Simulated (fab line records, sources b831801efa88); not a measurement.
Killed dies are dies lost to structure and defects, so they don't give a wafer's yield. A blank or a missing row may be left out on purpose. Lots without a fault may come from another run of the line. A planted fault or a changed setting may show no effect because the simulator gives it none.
fab line records | flow gf180mcu
record lots=14 wafers=42 last_day=34
route steps=602 shown HV_LDD@197 V2@384 V3@452 M4@471
lots that met no fault: from a run of the same line without faults
start_h: hours from the record's first day to the start of the lot's first wafer shown | wait_h: hours since the lot's step before | " the same as in the row above | L1.1+2: a row that stands for several wafers | - no value, or no start given | * or withheld: withheld | < > ~ a bound
route shown NAME@n: a module of which the file shows steps, and the number in the route of the first | usual: mean/standard deviation of fault-free wafers | same: alike in all rows | chamber/n: place in a boat | sites: the reading at each site | _std_site: their standard deviation | _edge_site: outer sites' mean less inner sites' | radius_mm: how far each site lies from the wafer's centre | mask NAME#n: copy n | behind: the tool/chamber that last shaped the wafer | hold: why the lot was held/for how many hours/how that ended | device: the transistor (n, p or np) that didn't switch | end of line: the same wafers' tests at the end of the route | a step without rows: its recipe alone | killed: dies lost to structure and defects at the first sort, not the wafer's yield | map: a wafer's dies, x killed, . not, _ none there
set.NAME: the setting as run; set.NAME@STEP: as run at that earlier step | model.NAME: the simulator's own value behind a step, which no gauge read
steps of the route over a sample of lots; a table a step, a row a wafer
services: from which hour (start_h, from the record's first day; less than 0 if before it) a tool's chamber was out of use, for how many hours, and why
## steps
# step GF_HV_LDD_IMPLANT_21
# recipe species=BF2 energy_kev=25 dose_cm2=5e+13 tilt_deg=7
# usual beam_energy_keV=25.001/0.0078
# columns lot.wafer tool chamber start_h wait_h beam_energy_keV
L210.2 implanter-02 0 236.94 0.0 25.011
L210.3 " 0 " " 25.000
L210.5 " 0 " " 25.002
L211.2 implanter-04 0 248.19 0.0 25.007
L211.4 " 0 " " 25.010
L211.5 " 0 " " 24.999
L213.1 implanter-02 0 258.40 0.0 24.996
L213.4 " 0 " " 25.002
L213.6 " 0 " " 25.005
L214.2 implanter-01 0 267.84 0.0 24.996
L214.3 " 0 " " 25.014
L214.6 " 0 " " 25.009
L215.2 implanter-01 0 271.38 0.0 24.992
L215.3 " 0 " " 24.987
L215.6 " 0 " " 24.996
L216.3 implanter-02 0 283.61 0.1 25.005
L216.5 " 0 " " 24.987
L216.6 " 0 " " 25.010
L217.1 implanter-02 0 292.55 0.0 24.992
L217.3 " 0 " " 25.003
L217.5 " 0 " " 25.005
L219.2 implanter-02 0 309.68 0.0 24.992
L219.4 " 0 " " 24.995
L219.5 " 0 " " 25.002
L223.2 implanter-02 0 346.84 0.0 18.694
L223.5 " 0 " " 18.708
L223.6 " 0 " " 18.696
L225.2 implanter-02 0 356.74 0.0 18.704
L225.4 " 0 " " 18.692
L225.6 " 0 " " 18.696
L224.2 implanter-01 0 357.96 0.0 24.991
L224.3 " 0 " " 24.996
L224.6 " 0 " " 25.008
L226.2 implanter-01 0 361.21 0.0 24.985
L226.3 " 0 " " 24.994
L226.4 " 0 " " 25.011
L229.1 implanter-01 0 385.66 0.0 24.994
L229.3 " 0 " " 25.003
L229.6 " 0 " " 24.994
L230.2 implanter-01 0 394.00 0.1 25.007
L230.5 " 0 " " 25.010
L230.6 " 0 " " 25.011
# step GF_HV_LDD_TW_MEAS_23
# usual HV_LDD_2_TW=1053/9.8
# columns lot.wafer tool chamber start_h wait_h hold HV_LDD_2_TW
L210.2 film_metro-03 - 237.17 0.1 - 1045
L210.3 " - " " - 1049
L210.5 " - " " - 1048
L211.2 film_metro-03 - 248.42 0.1 - 1053
L211.4 " - " " - 1050
L211.5 " - " " - 1047
L213.1 film_metro-01 - 258.65 0.1 - 1051
L213.4 " - " " - 1060
L213.6 " - " " - 1057
L214.2 film_metro-02 - 268.07 0.1 - 1051
L214.3 " - " " - 1063
L214.6 " - " " - 1062
L215.2 film_metro-01 - 271.61 0.1 - 1053
L215.3 " - " " - 1050
L215.6 " - " " - 1046
L216.3 film_metro-02 - 283.83 0.1 - 1066
L216.5 " - " " - 1061
L216.6 " - " " - 1056
L217.1 film_metro-02 - 292.80 0.1 - 1061
L217.3 " - " " - 1056
L217.5 " - " " - 1057
L219.2 film_metro-02 - 309.91 0.1 - 1057
L219.4 " - " " - 1054
L219.5 " - " " - 1059
L223.2 film_metro-03 - 347.07 0.1 await_dispo/0.2h/release 958
L223.5 " - " " await_dispo/0.2h/release 955
L223.6 " - " " await_dispo/0.2h/release 959
L223.2 film_metro-03 - 347.30 0.2 - 954
L223.5 " - " " - 956
L223.6 " - " " - 951
L225.2 film_metro-03 - 356.98 0.1 await_dispo/0.2h/release 952
L225.4 " - " " await_dispo/0.2h/release 952
L225.6 " - " " await_dispo/0.2h/release 955
L225.2 film_metro-03 - 357.21 0.2 - 950
L225.4 " - " " - 951
L225.6 " - " " - 954
L224.2 film_metro-02 - 358.20 0.1 - 1056
L224.3 " - " " - 1056
L224.6 " - " " - 1057
L226.2 film_metro-03 - 361.45 0.1 - 1041
L226.3 " - " " - 1037
L226.4 " - " " - 1035
L229.1 film_metro-01 - 385.91 0.1 - 1048
L229.3 " - " " - 1048
L229.6 " - " " - 1047
L230.2 film_metro-01 - 394.36 0.1 - 1046
L230.5 " - " " - 1056
L230.6 " - " " - 1050
# step GF_V2_CVD_02
# recipe material=SiO2 target_thk_nm=850 precursor=TEOS temp_c=400 time_s=94.851 rf_w=600
# usual heater_power_w=635/110
# columns lot.wafer tool chamber start_h wait_h heater_power_w
L210.2 pecvd-02 0 440.86 0.0 567
L210.3 " 1 " " 560
L210.5 " 0 " " 453
L211.2 pecvd-01 2 454.73 0.0 761
L211.4 " 2 " " 615
L211.5 " 1 " " 450
L213.1 pecvd-04 1 468.34 0.1 695
L213.4 " 0 " " 700
L213.6 " 2 " " 471
L214.2 pecvd-04 0 482.92 0.0 672
L214.3 " 1 " " 718
L214.6 " 1 " " 576
L215.2 pecvd-02 1 484.62 0.0 661
L215.3 " 2 " " 594
L215.6 " 2 " " 616
L216.3 pecvd-02 0 500.56 0.0 557
L216.5 " 0 " " 446
L216.6 " 2 " " 626
L217.1 pecvd-04 0 510.88 0.1 666
L217.3 " 2 " " 499
L217.5 " 0 " " 742
L219.2 pecvd-02 0 531.92 0.0 508
L219.4 " 1 " " 547
L219.5 " 0 " " 542
L223.2 pecvd-01 0 576.28 0.0 741
L223.5 " 0 " " 813
L223.6 " 1 " " 448
L225.2 pecvd-01 2 580.94 0.0 754
L225.4 " 0 " " 848
L225.6 " 2 " " 622
L224.2 pecvd-02 2 581.52 0.0 558
L224.3 " 1 " " 664
L224.6 " 1 " " 547
L226.2 pecvd-02 0 583.18 0.0 481
L226.3 " 1 " " 649
L226.4 " 2 " " 606
L229.1 pecvd-01 2 606.22 0.1 731
L229.3 " 1 " " 557
L229.6 " 1 " " 579
L230.2 pecvd-02 1 613.65 0.0 676
L230.5 " 1 " " 686
L230.6 " 0 " " 443
# step GF_V3_CVD_23
# recipe material=W target_thk_nm=350 time_s=104.9 temp_c=400 pressure_torr=40
# usual heater_power_w=854/37
# columns lot.wafer tool chamber start_h wait_h heater_power_w
L210.2 cvd_w-02 0 517.66 0.0 806
L210.3 " 0 " " 778
L210.5 " 1 " " 882
L211.2 cvd_w-01 0 531.35 0.0 850
L211.4 " 0 " " 862
L211.5 " 0 " " 868
L213.1 cvd_w-02 1 543.44 0.0 889
L213.4 " 1 " " 880
L213.6 " 1 " " 919
L214.2 cvd_w-02 1 556.39 0.0 883
L214.3 " 0 " " 805
L214.6 " 1 " " 876
L215.2 cvd_w-01 0 558.67 0.0 839
L215.3 " 0 " " 864
L215.6 " 1 " " 871
L216.3 cvd_w-02 0 577.16 0.1 782
L216.5 " 0 " " 797
L216.6 " 1 " " 877
L217.1 cvd_w-02 1 582.50 0.0 899
L217.3 " 0 " " 776
L217.5 " 1 " " 896
L219.2 cvd_w-01 1 602.61 0.0 872
L219.4 " 1 " " 858
L219.5 " 1 " " 860
L223.2 cvd_w-01 0 642.55 0.0 876
L223.5 " 1 " " 876
L223.6 " 0 " " 877
L225.2 cvd_w-02 0 648.22 0.0 799
L225.4 " 0 " " 812
L225.6 " 0 " " 808
L224.2 cvd_w-01 0 648.78 0.0 861
L224.3 " 1 " " 871
L224.6 " 0 " " 895
L226.2 cvd_w-02 1 650.13 0.0 901
L226.3 " 0 " " 805
L226.4 " 1 " " 891
L229.1 cvd_w-01 0 671.39 0.0 854
L229.3 " 1 " " 879
L229.6 " 1 " " 866
L230.2 cvd_w-02 0 677.57 0.0 776
L230.5 " 1 " " 903
L230.6 " 0 " " 797
# step GF_M4_OVL_MEAS_15
# usual M4_OVL=0/5.5
# columns lot.wafer tool chamber start_h wait_h M4_OVL[nm]
L210.2 overlay-01 - 541.11 0.1 8
L210.3 " - " " 7
L210.5 " - " " 4
L211.2 overlay-02 - 554.63 0.1 -5
L211.4 " - " " -6
L211.5 " - " " 0
L213.1 overlay-01 - 566.56 0.1 -6
L213.4 " - " " -7
L213.6 " - " " -13
L214.2 overlay-01 - 579.97 0.1 -2
L214.3 " - " " 1
L214.6 " - " " -1
L215.2 overlay-02 - 581.06 0.1 2
L215.3 " - " " -1
L215.6 " - " " 5
L216.3 overlay-02 - 599.27 0.1 -1
L216.5 " - " " 2
L216.6 " - " " 7
L217.1 overlay-02 - 604.76 0.1 5
L217.3 " - " " 5
L217.5 " - " " 12
L219.2 overlay-02 - 624.18 0.1 -4
L219.4 " - " " -4
L219.5 " - " " -6
L223.2 overlay-02 - 663.35 0.1 5
L223.5 " - " " 2
L223.6 " - " " 5
L225.2 overlay-02 - 668.65 0.1 7
L225.4 " - " " 7
L225.6 " - " " 1
L224.2 overlay-02 - 669.38 0.1 -4
L224.3 " - " " -5
L224.6 " - " " -6
L226.2 overlay-02 - 670.90 0.1 6
L226.3 " - " " 4
L226.4 " - " " -1
L229.1 overlay-01 - 691.15 0.1 -1
L229.3 " - " " -5
L229.6 " - " " -2
L230.2 overlay-02 - 697.32 0.1 10
L230.5 " - " " -4
L230.6 " - " " 9
## services
# columns tool chamber start_h hours kind
cvd_w-02 0 303.37 1.7 repair
cvd_w-01 - 311.52 6.9 pm
implanter-01 - 323.31 1.0 repair
implanter-01 - 326.32 5.1 pm
cvd_w-02 - 334.26 9.6 repair
pecvd-02 - 341.22 5.1 repair
implanter-02 - 352.94 3.7 repair
cvd_w-02 1 362.86 1.4 repair
cvd_w-02 - 381.22 0.8 repair
cvd_w-01 - 390.00 14.0 pm
implanter-02 - 402.21 0.8 repair
implanter-01 - 409.00 6.2 pm
implanter-01 - 417.39 1.3 repair
cvd_w-01 - 448.26 2.8 pm
pecvd-02 0 468.99 11.3 repair
implanter-02 - 522.62 7.9 pm
implanter-01 - 525.06 2.0 repair
implanter-02 - 530.74 9.9 repair
implanter-01 - 545.57 1.2 repair
implanter-02 - 574.65 2.4 repair
pecvd-02 1 584.59 18.4 repair
implanter-02 - 631.28 0.5 repair
implanter-02 - 636.62 3.5 pm
cvd_w-02 - 644.49 2.8 pm
## key
first_sign step=GF_HV_LDD_IMPLANT_21 reading=beam_energy_keV direction=down sigmas=99+ usual=25.001 struck=18.698
effect step=GF_HV_LDD_TW_MEAS_23 reading=visit direction=added
effect step=GF_HV_LDD_TW_MEAS_23 reading=HV_LDD_2_TW direction=down sigmas=10 usual=1053 struck=955
met_at GF_HV_LDD_IMPLANT_21
struck_lots L223,L225
tester_left_out L223,L225
not_acting_at GF_V2_CVD_02,GF_V3_CVD_23,GF_M4_OVL_MEAS_15
onset_between 309.68 346.84
fault kind=process_parameter_drift tool=implanter-02 chamber=- onset_h=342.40 steps=GF_HV_LDD_IMPLANT_21 channel=energy_kev offset=-6.3072 shape=step end_h=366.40 acts_in=these_recipes_only stated=25
# tester_left_out: of these lots the tester's yield and bins aren't shown, on N5 and GAA mostly nor the transistor test; their killed dies are dies lost to structure and defects alone, not to doping, threshold or leakage, so they don't give the yield
